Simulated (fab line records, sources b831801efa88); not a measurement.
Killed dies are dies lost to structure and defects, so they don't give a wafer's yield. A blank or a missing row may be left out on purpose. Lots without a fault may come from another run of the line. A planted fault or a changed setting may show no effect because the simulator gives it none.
fab line records | flow sky130
record lots=13 wafers=39 last_day=50
route steps=708 shown SONOS_TUNNEL@160 METAL2@500 VIA2@509 PAD_OPEN@708
lots that met no fault: from a run of the same line without faults
start_h: hours from the record's first day to the start of the lot's first wafer shown | wait_h: hours since the lot's step before | " the same as in the row above | L1.1+2: a row that stands for several wafers | - no value, or no start given | * or withheld: withheld | < > ~ a bound
route shown NAME@n: a module of which the file shows steps, and the number in the route of the first | usual: mean/standard deviation of fault-free wafers | same: alike in all rows | chamber/n: place in a boat | sites: the reading at each site | _std_site: their standard deviation | _edge_site: outer sites' mean less inner sites' | radius_mm: how far each site lies from the wafer's centre | mask NAME#n: copy n | behind: the tool/chamber that last shaped the wafer | hold: why the lot was held/for how many hours/how that ended | device: the transistor (n, p or np) that didn't switch | end of line: the same wafers' tests at the end of the route | a step without rows: its recipe alone | killed: dies lost to structure and defects at the first sort, not the wafer's yield | map: a wafer's dies, x killed, . not, _ none there
set.NAME: the setting as run; set.NAME@STEP: as run at that earlier step | model.NAME: the simulator's own value behind a step, which no gauge read
steps of the route over a sample of lots; a table a step, a row a wafer
services: from which hour (start_h, from the record's first day; less than 0 if before it) a tool's chamber was out of use, for how many hours, and why
## steps
# step SKY_SONOS_TUNNEL_DEVELOP_06
# recipe resist=NOVOLAK developer=TMAH develop_time_s=60 dev_temp_c=23
# usual developer_temp_C=23.02/0.11
# columns lot.wafer tool chamber start_h wait_h developer_temp_C
L188.1 litho_track-04 0 249.84 0.1 23.19
L188.3 " 0 " " 22.99
L188.5 " 0 " " 23.08
L193.3 litho_track-04 0 289.49 0.1 23.10
L193.4 " 0 " " 23.12
L193.5 " 0 " " 23.26
L194.3 litho_track-04 0 301.19 0.1 21.92
L194.4 " 0 " " 22.00
L194.5 " 0 " " 22.07
L197.1 litho_track-04 0 320.04 0.1 22.17
L197.3 " 0 " " 22.07
L197.4 " 0 " " 22.02
L201.2 litho_track-02 0 355.06 0.1 22.86
L201.3 " 0 " " 22.87
L201.5 " 0 " " 22.91
L203.1 litho_track-02 0 363.39 0.1 23.10
L203.4 " 0 " " 23.16
L203.6 " 0 " " 23.19
L205.1 litho_track-04 0 408.94 0.1 23.13
L205.5 " 0 " " 22.98
L205.6 " 0 " " 22.85
L207.1 litho_track-02 0 419.78 0.1 22.96
L207.2 " 0 " " 23.19
L207.6 " 0 " " 23.06
L206.2 litho_track-03 0 420.49 0.1 22.86
L206.3 " 0 " " 22.98
L206.6 " 0 " " 23.20
L209.3 litho_track-02 0 423.83 0.1 22.93
L209.4 " 0 " " 22.85
L209.5 " 0 " " 22.98
L208.2 litho_track-03 0 425.09 0.1 23.04
L208.3 " 0 " " 22.93
L208.5 " 0 " " 22.98
L210.2 litho_track-02 0 434.66 0.1 23.09
L210.3 " 0 " " 23.03
L210.4 " 0 " " 23.10
L211.4 litho_track-04 0 443.11 0.1 23.01
L211.5 " 0 " " 22.95
L211.6 " 0 " " 22.97
# step SKY_METAL2_DESCUM_17
# recipe chemistry=O2 source_power_w=150 bias_power_w=0 pressure_mtorr=10 temp_c=40 time_s=8
# usual drypump_motor_current_A=5.8/0.49 oes_product_au=1.001/0.0083
# columns lot.wafer tool chamber start_h wait_h drypump_motor_current_A oes_product_au rf_hours_counter_h
L188.1 rie_metal-01 0 819.19 0.0 5.3 1.002 7
L188.3 " 0 " " 5.3 1.002 -
L188.5 " 0 " " 5.3 0.996 -
L193.3 rie_metal-04 0 867.38 0.0 5.9 1.010 -
L193.4 " 1 " " 5.2 0.988 -
L193.5 " 1 " " 5.2 0.983 -
L194.3 rie_metal-01 0 871.51 0.0 5.4 0.999 -
L194.4 " 1 " " 6.7 0.997 -
L194.5 " 1 " " 6.7 0.999 -
L197.1 rie_metal-04 1 893.49 0.0 5.2 1.007 13
L197.3 " 1 " " 5.2 0.986 -
L197.4 " 0 " " 5.9 1.004 -
L201.2 rie_metal-03 0 924.57 0.0 6.1 1.016 12
L201.3 " 0 " " 6.1 1.009 -
L201.5 " 1 " " 5.5 1.001 -
L203.1 rie_metal-04 1 949.16 0.0 5.2 0.985 15
L203.4 " 0 " " 5.9 0.994 -
L203.6 " 1 " " 5.2 0.990 -
L205.1 rie_metal-03 1 976.07 0.0 5.6 1.008 14
L205.5 " 1 " " 5.6 0.999 -
L205.6 " 0 " " 6.1 1.010 -
L206.2 rie_metal-01 0 976.19 0.0 5.4 1.003 14
L206.3 " 1 " " 6.7 0.992 -
L206.6 " 1 " " 6.7 0.997 -
L207.1 rie_metal-03 0 977.12 0.0 6.1 1.003 15
L207.2 " 1 " " 5.6 1.004 14
L207.6 " 1 " " 5.6 0.997 -
L209.3 rie_metal-01 0 977.60 0.0 5.3 1.010 -
L209.4 " 1 " " 6.8 1.003 -
L209.5 " 1 " " 6.7 1.004 -
L208.2 rie_metal-04 1 980.67 0.0 5.2 1.001 18
L208.3 " 0 " " 6.0 1.002 -
L208.5 " 0 " " 6.0 1.016 -
L210.2 rie_metal-04 1 998.09 0.0 5.2 0.994 18
L210.3 " 0 " " 5.9 1.011 -
L210.4 " 1 " " 5.2 0.994 -
L211.4 rie_metal-04 1 1001.69 0.0 5.2 0.993 -
L211.5 " 1 " " 5.2 1.006 -
L211.6 " 0 " " 6.0 1.008 -
# step SKY_METAL2_ETCH_18
# recipe chemistry=N2/H2 target=BARC ion_energy_ev=200 bias_w=100 pressure_mtorr=30 n2_flow_sccm=100 h2_flow_sccm=200 icp_w=500 stop_on=SiO2 time_s=45.9 target_depth_a=600
# usual drypump_motor_current_A=5.8/0.49 h2_flow_sccm=200.0/0.61 oes_product_au=0.855/0.0045 throttle_valve_pct=13.225/0.011
# columns lot.wafer tool chamber start_h wait_h drypump_motor_current_A h2_flow_sccm oes_product_au rf_hours_counter_h throttle_valve_pct
L188.1 rie_metal-01 0 819.22 0.0 5.4 199.8 0.859 7 13.211
L188.3 " 0 " " 5.4 199.7 0.858 - 13.231
L188.5 " 0 " " 5.3 200.8 0.858 - 13.220
L193.3 rie_metal-04 0 867.43 0.0 5.9 200.0 0.840 - 13.227
L193.4 " 1 " " 5.2 199.8 0.858 - 13.212
L193.5 " 1 " " 5.2 199.3 0.859 - 13.225
L194.3 rie_metal-01 0 871.55 0.0 5.4 200.1 0.852 - 13.236
L194.4 " 1 " " 6.8 199.4 0.857 - 13.232
L194.5 " 1 " " 6.8 199.8 0.851 - 13.211
L197.1 rie_metal-04 1 893.52 0.0 5.2 200.3 0.851 13 13.219
L197.3 " 1 " " 5.2 200.6 0.853 - 13.240
L197.4 " 0 " " 5.9 200.8 0.861 - 13.220
L201.2 rie_metal-03 0 924.61 0.0 6.1 200.2 0.850 12 13.222
L201.3 " 0 " " 6.1 200.7 0.854 - 13.206
L201.5 " 1 " " 5.6 199.7 0.846 - 13.219
L203.1 rie_metal-04 1 949.19 0.0 5.2 200.2 0.844 15 13.208
L203.4 " 0 " " 6.0 199.7 0.855 - 13.216
L203.6 " 1 " " 5.2 200.7 0.855 - 13.224
L205.1 rie_metal-03 1 976.11 0.0 5.6 200.1 0.853 14 13.214
L205.5 " 1 " " 5.6 198.7 0.851 - 13.234
L205.6 " 0 " " 6.1 200.3 0.850 - 13.229
L206.2 rie_metal-01 0 976.23 0.0 5.3 199.5 0.856 14 13.215
L206.3 " 1 " " 6.8 200.6 0.858 - 13.210
L206.6 " 1 " " 6.8 200.5 0.860 - 13.219
L207.1 rie_metal-03 0 977.16 0.0 6.1 199.4 0.852 15 13.223
L207.2 " 1 " " 5.6 199.4 0.850 14 13.217
L207.6 " 1 " " 5.6 199.6 0.852 - 13.250
L209.3 rie_metal-01 0 977.64 0.0 5.3 199.6 0.852 - 13.231
L209.4 " 1 " " 6.8 199.9 0.854 - 13.239
L209.5 " 1 " " 6.8 200.3 0.863 - 13.217
L208.2 rie_metal-04 1 980.71 0.0 5.2 199.9 0.857 18 13.222
L208.3 " 0 " " 6.0 199.4 0.854 - 13.222
L208.5 " 0 " " 6.0 199.0 0.856 - 13.213
L210.2 rie_metal-04 1 998.12 0.0 5.2 200.1 0.860 18 13.224
L210.3 " 0 " " 6.0 200.7 0.859 - 13.229
L210.4 " 1 " " 5.2 200.7 0.852 - 13.231
L211.4 rie_metal-04 1 1001.73 0.0 5.2 199.9 0.856 - 13.211
L211.5 " 1 " " 5.2 199.1 0.859 - 13.221
L211.6 " 0 " " 6.0 200.8 0.848 - 13.219
# step SKY_VIA2_CMP_02
# recipe material=SiO2 down_force_psi=4 platen_rpm=60 pad_velocity_m_s=0.94248
# usual motor_current_A=11.5/0.87
# columns lot.wafer tool chamber start_h wait_h motor_current_A
L188.3 cmp-01 1 820.17 0.0 12.5
L188.1 " 3 " " 12.0
L188.5 " 2 " " 11.4
L193.3 cmp-01 2 868.34 0.0 10.3
L193.4 " 3 " " 11.9
L193.5 " 2 " " 11.0
L194.4 cmp-02 0 872.63 0.1 11.2
L194.3 " 1 " " 10.4
L194.5 " 0 " " 11.3
L197.4 cmp-02 0 894.46 0.0 10.7
L197.1 " 2 " " 13.6
L197.3 " 3 " " 10.4
L201.2 cmp-01 1 925.59 0.1 12.8
L201.3 " 0 " " 11.4
L201.5 " 1 " " 12.5
L203.1 cmp-01 0 950.17 0.1 11.6
L203.4 " 3 " " 11.6
L203.6 " 0 " " 10.9
L205.1 cmp-01 1 977.39 0.1 12.0
L205.6 " 0 " " 11.4
L205.5 " 1 " " 12.8
L206.3 cmp-01 2 977.69 0.1 10.6
L206.2 " 0 " " 11.6
L206.6 " 1 " " 12.0
L207.1 cmp-01 2 978.54 0.4 11.4
L207.2 " 3 " " 10.9
L207.6 " 3 " " 11.8
L209.4 cmp-02 2 979.11 0.4 12.6
L209.3 " 3 " " 10.8
L209.5 " 0 " " 11.3
L208.3 cmp-02 3 981.70 0.0 10.5
L208.2 " 2 " " 12.6
L208.5 " 0 " " 10.9
L210.3 cmp-02 0 999.12 0.0 11.1
L210.4 " 2 " " 13.3
L210.2 " 3 " " 10.7
L211.4 cmp-02 0 1003.19 0.2 11.3
L211.6 " 2 " " 13.5
L211.5 " 3 " " 10.6
# step SKY_PAD_OPEN_PROBE_99
# usual killed_at_M0_to_M3=43/6.9 killed_at_M4_up=3.1/1.9 killed_at_contacts=24/5.4 killed_at_front_end=14/4.3 killed_at_other=0.3/0.53 killed_dies=84/9.5 killed_open=46/6.8 killed_short=38/6
# same gross_dies=492 killed_at_back_side=0
# columns lot.wafer tool chamber start_h wait_h killed_at_M0_to_M3 killed_at_M4_up killed_at_contacts killed_at_front_end killed_at_other killed_dies killed_open killed_short
L197.1 prober-01 - 1132.01 0.1 35 1 25 11 0 72 42 29
L197.3 prober-01 - 1132.11 0.2 43 1 34 10 0 88 50 38
L197.4 prober-01 - 1132.16 0.2 39 3 27 11 0 80 44 36
# killed by level:class
L197.1 LI_CONTACT:geometric_particle:open=11 VIA1:geometric_particle:open=9 CONTACT:geometric_particle:open=7 VIA3:geometric_particle:open=7 CONTACT:geometric_particle:short=5 VIA1:geometric_particle:short=4 FIELD_ISO:geometric_particle:short=3 POLY_GATE:geometric_particle:short=3
L197.3 CONTACT:geometric_particle:open=13 VIA1:geometric_particle:open=12 LI_CONTACT:geometric_particle:open=9 METAL2:geometric_particle:short=6 LI_CONTACT:geometric_particle:short=6 VIA3:geometric_particle:short=6 VIA2:geometric_particle:open=5 VIA3:geometric_particle:open=4
L197.4 LI_CONTACT:geometric_particle:open=10 CONTACT:geometric_particle:open=10 LOCAL_INTERCONNECT:geometric_particle:short=6 VIA3:geometric_particle:short=6 VIA1:geometric_particle:open=5 VIA1:geometric_particle:short=5 VIA2:geometric_particle:open=5 VIA3:geometric_particle:open=5
## services
# columns tool chamber start_h hours kind
cmp-01 - 228.78 2.3 repair
cmp-01 - 232.00 4.0 pm
cmp-01 - 304.35 1.3 repair
cmp-01 - 307.66 0.7 repair
cmp-01 - 339.49 1.8 repair
cmp-01 - 355.63 5.0 pm
rie_metal-01 - 357.07 2.8 pm
cmp-01 - 370.11 0.6 repair
cmp-01 - 372.02 1.7 repair
rie_metal-04 1 439.15 2.7 repair
cmp-01 - 477.91 2.2 repair
rie_metal-04 - 487.76 0.4 repair
cmp-01 - 493.10 3.8 repair
cmp-01 - 529.68 9.8 repair
cmp-01 - 572.00 4.0 pm
cmp-01 - 601.38 7.2 pm
rie_metal-04 - 654.74 14.6 pm
cmp-01 - 656.63 0.3 repair
rie_metal-04 - 686.06 0.5 repair
cmp-01 - 687.96 1.8 repair
rie_metal-04 0 702.28 14.1 repair
rie_metal-04 0 782.60 16.1 repair
rie_metal-04 - 821.47 4.0 pm
rie_metal-01 1 843.88 13.7 repair
## key
first_sign step=SKY_SONOS_TUNNEL_DEVELOP_06 reading=developer_temp_C direction=down sigmas=9.3 usual=* struck=*
effect none on later readings
met_at SKY_SONOS_TUNNEL_DEVELOP_06
struck_lots L194,L197
tester_left_out L194,L197
not_acting_at SKY_METAL2_DESCUM_17,SKY_METAL2_ETCH_18,SKY_VIA2_CMP_02
onset_between 289.49 301.19
fault kind=process_parameter_drift tool=litho_track-04 chamber=- onset_h=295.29 steps=SKY_SONOS_TUNNEL_DEVELOP_06 channel=dev_temp_c offset=* shape=step end_h=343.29 acts_in=* stated=*
# tester_left_out: of these lots the tester's yield and bins aren't shown, on N5 and GAA mostly nor the transistor test; their killed dies are dies lost to structure and defects alone, not to doping, threshold or leakage, so they don't give the yield
